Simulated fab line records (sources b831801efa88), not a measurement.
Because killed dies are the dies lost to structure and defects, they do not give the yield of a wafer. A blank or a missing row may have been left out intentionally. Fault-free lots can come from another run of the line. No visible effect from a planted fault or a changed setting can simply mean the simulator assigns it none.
The tool behind it: which one? + flow gf180mcu + 13 lots with 39 wafers sampled at 5 steps, on a route of 602 steps

## WHAT EACH GAUGE READ, for each wafer
GF_MVSD_OVL_MEAS_07.
| lot  | measured     | on         | MVSD_OVL (nm) |
|------|--------------|------------|---------------|
| L491 | day 4 10:13  | overlay-01 | -0.5 1.3 1.6  |
| L493 | day 4 21:25  | overlay-02 | - - -         |
| L503 | day 7 08:34  | overlay-02 | 1.1 -0.5 0.6  |
| L504 | day 7 19:22  | overlay-02 | 1.0 1.2 -0.8  |
| L505 | day 7 20:58  | overlay-01 | 0.6 0.5 0.6   |
| L506 | day 8 01:23  | overlay-02 | 1.5 2.9 2.6   |
| L507 | day 8 06:20  | overlay-02 | -2.1 0.0 -0.3 |
| L509 | day 8 18:10  | overlay-02 | 0.9 0.7 1.0   |
| L510 | day 8 23:20  | overlay-02 | -0.4 0.4 -0.2 |
| L511 | day 9 05:51  | overlay-02 | 2.2 3.1 1.7   |
| L512 | day 9 12:09  | overlay-01 | 0.6 2.8 2.0   |
| L513 | day 9 19:14  | overlay-02 | 0.8 1.7 1.5   |
| L514 | day 10 01:01 | overlay-02 | -1.3 0.8 1.3  |

GF_MVSD_TW_MEAS_11.
| lot  | measured     | on            | MVSD_TW        |
|------|--------------|---------------|----------------|
| L491 | day 4 10:40  | film-metro-04 | 1584 1586 1593 |
| L493 | day 4 21:50  | film-metro-04 | 30 30 30       |
| L503 | day 7 09:01  | film-metro-02 | 1563 1561 1559 |
| L504 | day 7 19:47  | film-metro-02 | 1556 1557 1557 |
| L505 | day 7 21:26  | film-metro-03 | 1582 1584 1581 |
| L506 | day 8 01:49  | film-metro-03 | 1586 1588 1588 |
| L507 | day 8 06:46  | film-metro-04 | 1592 1595 1590 |
| L509 | day 8 18:36  | film-metro-02 | 1576 1584 1583 |
| L510 | day 8 23:47  | film-metro-02 | 1584 1579 1571 |
| L511 | day 9 06:17  | film-metro-04 | 1593 1594 1598 |
| L512 | day 9 12:35  | film-metro-02 | 1556 1556 1555 |
| L513 | day 9 19:40  | film-metro-04 | 1597 1589 1597 |
| L514 | day 10 01:27 | film-metro-03 | 1573 1583 1574 |

GF_NSD_TW_MEAS_12.
| lot  | measured     | on            | NSD_TW         |
|------|--------------|---------------|----------------|
| L491 | day 13 08:45 | film-metro-02 | 4241 4235 4228 |
| L493 | day 14 00:59 | film-metro-01 | 4240 4233 4252 |
| L503 | day 17 14:12 | film-metro-01 | 4266 4248 4255 |
| L504 | day 18 07:13 | film-metro-02 | 4229 4254 4237 |
| L505 | day 18 08:23 | film-metro-02 | 4222 4258 4236 |
| L506 | day 18 14:20 | film-metro-02 | 4234 4248 4240 |
| L507 | day 18 21:58 | film-metro-02 | 4248 4255 4254 |
| L509 | day 19 12:05 | film-metro-01 | 4255 4250 4250 |
| L510 | day 19 20:14 | film-metro-02 | 4256 4239 4216 |
| L511 | day 20 07:04 | film-metro-02 | 4203 4233 4248 |
| L512 | day 20 16:44 | film-metro-02 | 4227 4231 4215 |
| L513 | day 21 00:50 | film-metro-03 | 4244 4266 4258 |
| L514 | day 21 12:00 | film-metro-02 | 4241 4218 4220 |

GF_SAB_THK_MEAS_01.
| lot  | measured     | on            | SAB_CVD_00_THK (nm) |
|------|--------------|---------------|---------------------|
| L491 | day 14 05:34 | film-metro-04 | 49.9 49.7 51.2      |
| L493 | day 14 23:01 | film-metro-01 | 50.0 49.6 50.6      |
| L503 | day 18 15:04 | film-metro-04 | 49.6 50.2 50.0      |
| L504 | day 19 08:07 | film-metro-03 | 49.7 50.3 51.1      |
| L505 | day 19 09:26 | film-metro-04 | 48.7 49.7 50.3      |
| L506 | day 19 15:14 | film-metro-01 | 49.1 49.2 50.4      |
| L507 | day 19 23:03 | film-metro-04 | 50.1 51.0 51.2      |
| L509 | day 20 13:10 | film-metro-03 | 50.2 50.8 50.6      |
| L510 | day 20 21:01 | film-metro-03 | 49.4 49.8 50.0      |
| L511 | day 21 08:04 | film-metro-03 | 49.9 49.8 51.0      |
| L512 | day 21 17:23 | film-metro-04 | 50.6 49.9 51.4      |
| L513 | day 22 00:50 | film-metro-04 | 49.6 48.9 50.0      |
| L514 | day 22 11:34 | film-metro-04 | 48.4 49.6 50.2      |

## EACH LOT AND THE TOOL THAT RAN IT (in order: tool; ch and the chambers of the sampled wafers; start)
| lot  | GF_MVSD_EXPOSE_04                  |
|------|------------------------------------|
| L491 | iline-stepper-02 ch 0, day 4 03:51 |
| L493 | iline-stepper-02 ch 0, day 4 14:52 |
| L503 | iline-stepper-01 ch 0, day 7 00:58 |
| L504 | iline-stepper-02 ch 0, day 7 11:28 |
| L505 | iline-stepper-01 ch 0, day 7 13:22 |
| L506 | iline-stepper-02 ch 0, day 7 17:13 |
| L507 | iline-stepper-01 ch 0, day 7 22:06 |
| L509 | iline-stepper-02 ch 0, day 8 09:46 |
| L510 | iline-stepper-01 ch 0, day 8 15:34 |
| L511 | iline-stepper-02 ch 0, day 8 22:13 |
| L512 | iline-stepper-01 ch 0, day 9 03:44 |
| L513 | iline-stepper-02 ch 0, day 9 11:20 |
| L514 | iline-stepper-02 ch 0, day 9 17:01 |
- GF_MVSD_EXPOSE_04: exposes mask MVSD, target cd 1000 nm.

## AS READ BY THE TOOLS THEMSELVES (means over the sampled wafers that have a number; for cases with no such wafer, the mark the record gives instead)
The record holds no such reading with a usual standard deviation.

## THE ANSWER, worked out from the rows above alone
Rule: what is usual is taken from the lots themselves. The widest of any qualifying gaps counts: lots, ordered by their means at a reading, are off when they make up no more than a third of the lots, leave a main group of 4 or more, and stand apart from it by 3 or more times the standard deviation of that group's means. A main group is skipped when, at the precision printed for the reading in the tables above, its means are all equal. Also off: a lot with no number at a reading for which 4 or more lots have one. Any other lot the step has rows for is counted as sound. First the gauges in route order, then the tools' own readings, where a lot's mean is used as printed above. At the first step where some lot is off, the reading lying furthest off is the one used; lots without a number count as furthest.
Off: L493, at GF_MVSD_OVL_MEAS_07 (MVSD_OVL). Without a number there: L493. Main group: mean 0.9 nm, sd 0.91.
A tool fits if, at a process step before that reading, it ran every lot that is off, and no sound lot after the first of them. The gauges at GF_MVSD_OVL_MEAS_07 aren't tried: what is off there is off at GF_MVSD_TW_MEAS_11 too, on other tools, and a gauge's error can't cause that. No candidate that was tried fits.

## WHAT THE SIMULATOR HAD INSERTED
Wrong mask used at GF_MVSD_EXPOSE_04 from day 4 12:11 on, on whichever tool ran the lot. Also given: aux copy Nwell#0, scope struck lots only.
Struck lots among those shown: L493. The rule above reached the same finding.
